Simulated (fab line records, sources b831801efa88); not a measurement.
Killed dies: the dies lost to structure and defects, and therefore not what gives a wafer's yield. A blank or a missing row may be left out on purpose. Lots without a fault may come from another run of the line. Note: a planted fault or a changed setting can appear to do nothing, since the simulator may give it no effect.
A lot that was struck, set against a sound lot + flow sky130 + 20 steps out of a route of 708
Sound: wafers L826.1, L826.2, L826.6. Wafers struck: L842.1, L842.3, L842.6. Last of all comes the cause.
Per side, at each step with rows, come the tool, then ch with its chambers, and then its first start. Under that, the readings that differ: sound wafers + struck wafers + difference of the means + sigmas: that difference in standard deviations of wafers without a fault.
alike: a reading whose means differ by less than 2 such deviations, as well as words and numbers matching on both sides. not compared: withheld readings; readings where some wafer has no value; bounds like >300 that might hide an equal value; numbers whose values overlap and for which the record gives no deviation.
A row with sigmas, a row that says differs or no value, or rows on one side alone: a step with any of these is where the two part. Numbers that have no deviation but don't overlap get no sigmas and don't part them. Lack of a reading on every wafer of one side parts them only where that side has two or more wafers.

SKY_LI_CONTACT_CVD_21: deposits W, target thk 400 nm, time 120.56 s.
  sound on cvdW-01 ch 0,1, day 30 01:16; struck on cvdW-01 ch 0,1, day 34 17:57
  alike: chamberPressureTorr, heaterPowerW
SKY_LI_CONTACT_RS_MEAS_22: measures by four-point-probe.
  sound on filmMetro-02, day 30 01:23; struck on filmMetro-03, day 34 18:05
  alike: LI_CONTACT_W_RS
SKY_LI_CONTACT_THK_MEAS_23: measures by xrf.
  sound on filmMetro-02, day 30 01:31; struck on filmMetro-03, day 34 18:12
  alike: LI_CONTACT_W_THK
SKY_LI_CONTACT_CMP_24: polishes, stops on PSG, t overpolish 20 s, target thk 0 nm.
  sound on cmp-02 ch 0,1,2, day 30 01:40; struck on cmp-02 ch 0,1,2, day 34 18:16
  alike: edgeZonePressureFrac, motorCurrentA, overpolishRunS, timeToEndpointS
SKY_LOCAL_INTERCONNECT_SPUTTER_00: material TiN, target thk 100 nm, time 83.3 s.
  sound on pvdSputter-03, day 30 01:52; struck on pvdSputter-02, day 34 18:34
| reading              | sound          | struck         | difference | sigmas |
|----------------------|----------------|----------------|------------|--------|
| throttleValvePct (%) | 28.8 28.3 28.4 | 31.5 29.8 30.1 | +2.0       | +2     |
SKY_LOCAL_INTERCONNECT_RS_MEAS_01: measures by four-point-probe.
  sound on filmMetro-04, day 30 01:56; struck on filmMetro-01, day 34 18:37
  alike: LOCAL_INTERCONNECT_TIN_RS
SKY_LOCAL_INTERCONNECT_THK_MEAS_02: measures by xrf.
  sound on filmMetro-04, day 30 02:03; struck on filmMetro-01, day 34 18:44
| reading                         | sound             | struck            | difference | sigmas |
|---------------------------------|-------------------|-------------------|------------|--------|
| LOCAL_INTERCONNECT_TIN_THK (nm) | 104.9 104.6 104.1 | 101.9 101.3 102.0 | -2.8       | -2     |
then, 5 steps without rows for these wafers: SKY_LOCAL_INTERCONNECT_DEHYDRATE_03 (time 60 s); SKY_LOCAL_INTERCONNECT_HMDS_04 (prime time 60 s); SKY_LOCAL_INTERCONNECT_COAT_05 (resist thk 60 nm); SKY_LOCAL_INTERCONNECT_COAT_06 (resist thk 456.6 nm); SKY_LOCAL_INTERCONNECT_SOFTBAKE_07 (time 90 s).
SKY_LOCAL_INTERCONNECT_EXPOSE_08: exposes mask LI1M, target cd 170 nm.
  sound on krfScanner-02 ch 0, day 30 15:59; struck on krfScanner-02 ch 0, day 35 07:52
| reading           | sound             | struck            | difference | sigmas |
|-------------------|-------------------|-------------------|------------|--------|
| exposureDoseMJCm2 | 28.05 28.06 28.05 | 25.85 25.82 25.87 | -2.21      | -54    |
  alike: mask
then, 2 steps without rows for these wafers: SKY_LOCAL_INTERCONNECT_PEB_09; SKY_LOCAL_INTERCONNECT_DEVELOP_10 (develop time 60 s).
SKY_LOCAL_INTERCONNECT_CD_MEAS_11: the cd target is 170 nm.
  sound on cdSem-01, day 31 05:57; struck on cdSem-01, day 35 20:36
| reading   | sound             | struck          | difference | sigmas |
|-----------|-------------------|-----------------|------------|--------|
| cdNm (nm) | 169.2 170.9 170.4 | 78.5 41.5 144.5 | -82.0      | -51    |
SKY_LOCAL_INTERCONNECT_OVL_MEAS_12:
  sound on overlay-01, day 31 06:04; struck on overlay-02, day 35 20:43
  alike: LOCAL_INTERCONNECT_OVL
SKY_LOCAL_INTERCONNECT_ETCH_13: etches BARC in N2/H2, stops on SiO2, time 45.9 s, target depth 60 nm.
  sound on rieMetal-02 ch 0,1, day 31 06:07; struck on rieMetal-02 ch 0,1, day 35 20:45
| reading                            | sound           | struck            | difference | sigmas |
|------------------------------------|-----------------|-------------------|------------|--------|
| model.LOCAL_INTERCONNECT.cdNm (nm) | 169.3 171 170.3 | 79.13 41.79 144.7 | -81.66     |        |
  alike: chamberPressureMTorr, drypumpMotorCurrentA, oesProductAu, rfFwdPowerW, throttleValvePct
  not compared: rfHoursCounterH
SKY_LOCAL_INTERCONNECT_METAL_ETCH_14: etches TiN in Cl2/BCl3, stops on PSG, target depth 110 nm, time 31.4 s.
  sound on rieMetal-02 ch 0,1, day 31 06:10; struck on rieMetal-02 ch 0,1, day 35 20:49
| reading                            | sound             | struck           | difference | sigmas |
|------------------------------------|-------------------|------------------|------------|--------|
| model.LOCAL_INTERCONNECT.cdNm (nm) | 169.4 170.9 170.6 | 79.2 41.98 145.6 | -81.4      |        |
  alike: bcl3FlowSccm, chamberPressureMTorr, drypumpMotorCurrentA, mfcCl2Sccm, oesProductAu, rfFwdPowerW, throttleValvePct
  not compared: rfHoursCounterH
SKY_LOCAL_INTERCONNECT_STRIP_15: strips in O2/N2.
  sound on plasmaAsher-04 ch 0,1, day 31 06:13; struck on plasmaAsher-04 ch 1, day 35 20:52
  alike: chamberPressureMTorr, drypumpMotorCurrentA, oesProductAu, stripTimeToEndpointS
  not compared: rfHoursCounterH

WHERE THEY PART
Last at SKY_LOCAL_INTERCONNECT_CD_MEAS_11 as far as this record goes, first at SKY_LOCAL_INTERCONNECT_SPUTTER_00. Later steps at which nothing parts them and some readings are alike: SKY_LOCAL_INTERCONNECT_OVL_MEAS_12, SKY_LOCAL_INTERCONNECT_ETCH_13, SKY_LOCAL_INTERCONNECT_METAL_ETCH_14, SKY_LOCAL_INTERCONNECT_STRIP_15.

WHY: the cause the simulator had injected
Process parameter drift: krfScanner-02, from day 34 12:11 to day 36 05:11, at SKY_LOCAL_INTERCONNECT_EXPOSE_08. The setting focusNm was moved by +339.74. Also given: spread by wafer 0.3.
